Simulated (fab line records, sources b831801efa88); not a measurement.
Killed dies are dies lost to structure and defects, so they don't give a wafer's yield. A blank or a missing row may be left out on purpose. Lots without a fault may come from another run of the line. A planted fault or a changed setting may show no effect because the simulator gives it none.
Which tool did it? | flow sky130 | 15 lots, 45 wafers sampled, at 2 steps of a route of 708

WHAT THE GAUGES READ, wafer by wafer
The record holds no reading of a measuring or inspecting step that can be judged against a usual standard deviation.

WHICH TOOL RAN EACH LOT (tool, then ch and the chambers of the sampled wafers, then the start)
lot  | SKY_VIA4_EXPOSE_08                  | SKY_PAD_OPEN_PROBE_99
L973 | iline_stepper-02 ch 0, day 43 01:59 | -
L975 | iline_stepper-02 ch 0, day 43 22:07 | -
L977 | iline_stepper-02 ch 0, day 44 03:56 | -
L976 | iline_stepper-02 ch 0, day 44 08:18 | -
L978 | iline_stepper-01 ch 0, day 44 14:25 | -
L980 | iline_stepper-01 ch 0, day 44 21:55 | prober-01, day 48 03:29
L981 | iline_stepper-02 ch 0, day 45 06:03 | -
L982 | iline_stepper-01 ch 0, day 45 15:31 | prober-01, day 48 19:41
L983 | iline_stepper-02 ch 0, day 45 23:18 | -
L987 | iline_stepper-02 ch 0, day 46 21:18 | -
L988 | iline_stepper-02 ch 0, day 47 01:38 | -
L990 | iline_stepper-02 ch 0, day 47 08:07 | -
L994 | iline_stepper-01 ch 0, day 48 09:23 | -
L993 | iline_stepper-01 ch 0, day 48 15:28 | prober-02, day 51 08:40
L996 | iline_stepper-01 ch 0, day 49 00:04 | -
- SKY_VIA4_EXPOSE_08: exposes mask VIM4, target cd 800 nm.
- SKY_PAD_OPEN_PROBE_99

WHAT THE TOOLS THEMSELVES READ (means of the sampled wafers that have a number; where no wafer has one, the mark that the record gives instead)
SKY_VIA4_EXPOSE_08. Usual: exposure_dose_mJ_cm2 132.01, standard deviation 0.12.
lot  | tool             | exposure_dose_mJ_cm2 | flag
L973 | iline_stepper-02 | 132.09               |
L975 | iline_stepper-02 | 132.12               |
L977 | iline_stepper-02 | 132.05               |
L976 | iline_stepper-02 | 131.95               |
L978 | iline_stepper-01 | 132.00               |
L980 | iline_stepper-01 | 131.94               |
L981 | iline_stepper-02 | 132.07               |
L982 | iline_stepper-01 | 132.11               |
L983 | iline_stepper-02 | 132.03               |
L987 | iline_stepper-02 | 120.41               | OFF
L988 | iline_stepper-02 | 120.32               | OFF
L990 | iline_stepper-02 | 120.48               | OFF
L994 | iline_stepper-01 | 131.75               |
L993 | iline_stepper-01 | 131.98               |
L996 | iline_stepper-01 | 131.99               |

SKY_PAD_OPEN_PROBE_99. Usual: defect_limited_yield 82.5 %, standard deviation 2; killed_at_M0_to_M3 44, standard deviation 6.9; killed_at_M4_up 3.1, standard deviation 1.7; killed_at_contacts 25, standard deviation 5.6; killed_at_front_end 14, standard deviation 4.3; killed_at_other 0.3, standard deviation 0.51; killed_dies 86, standard deviation 9.8; killed_open 47, standard deviation 6.5; killed_short 39, standard deviation 6.6; sort_bin_3_pad_short 0.8 %, standard deviation 0.46; sort_bin_5_function 10.3 %, standard deviation 1.5; sort_bin_6_memory 6.4 %, standard deviation 1; sort_n_pass 406, standard deviation 9.8; sort_yield_pct 82.5 %, standard deviation 2.
lot  | tool      | defect_limited_yield (%) | killed_at_M0_to_M3 | killed_at_M4_up | killed_at_contacts | killed_at_front_end | killed_at_other | killed_dies | killed_open | killed_short | sort_bin_3_pad_short (%) | sort_bin_5_function (%) | sort_bin_6_memory (%) | sort_n_pass | sort_yield_pct (%) | flag
L980 | prober-01 | 80.4                     | 44                 | 3.7             | 26                 | 22                  | 0.7             | 97          | 48          | 49           | 1.0                      | 12.7                    | 6.0                   | 395         | 80.4               |
L982 | prober-01 | 82.3                     | 49                 | 2.0             | 25                 | 10                  | 0.3             | 87          | 48          | 39           | 0.9                      | 10.3                    | 6.5                   | 405         | 82.3               |
L993 | prober-02 | 83.3                     | 36                 | 4.3             | 26                 | 16                  | 0.0             | 82          | 46          | 36           | 0.9                      | 10.7                    | 5.1                   | 410         | 83.3               |

THE ANSWER, worked out from the rows above alone
Rule: a lot is off if the mean of its wafers that have a number lies more than 3 standard deviations from the usual mean. A lot without any number at a reading at which 4 lots or more have one is off too. The other lots that the step has rows for count as sound. The gauges are gone through in route order, then the tools' own readings, and for those a lot's mean is taken as printed above. The first step at which some lot is off is used, and at that step the reading that is off furthest; a lot without a number counts as furthest.
Off: L987, L988, L990, at SKY_VIA4_EXPOSE_08 (exposure_dose_mJ_cm2).
A tool fits if, at that step or a process step before it, it ran every lot that is off, and no sound lot after the first of them. One fits: iline_stepper-02 at SKY_VIA4_EXPOSE_08. Its last sound lot is L983 (day 45 23:18), its first lot that is off L987 (day 46 21:18): a fault that began between those two fits.
The tool's own readings at SKY_VIA4_EXPOSE_08 bear it out: on the lots that are off they differ by more than 5 times the standard deviation of the sound lots' means. exposure_dose_mJ_cm2 reads 120.40 there against 132.01 on the sound lots.

WHAT THE SIMULATOR HAD PUT IN
Process parameter drift: iline_stepper-02, from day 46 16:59 on, at SKY_VIA4_EXPOSE_08. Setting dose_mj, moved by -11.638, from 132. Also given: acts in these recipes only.
Lots struck among those shown: L987, L988, L990. The rule above found the same.
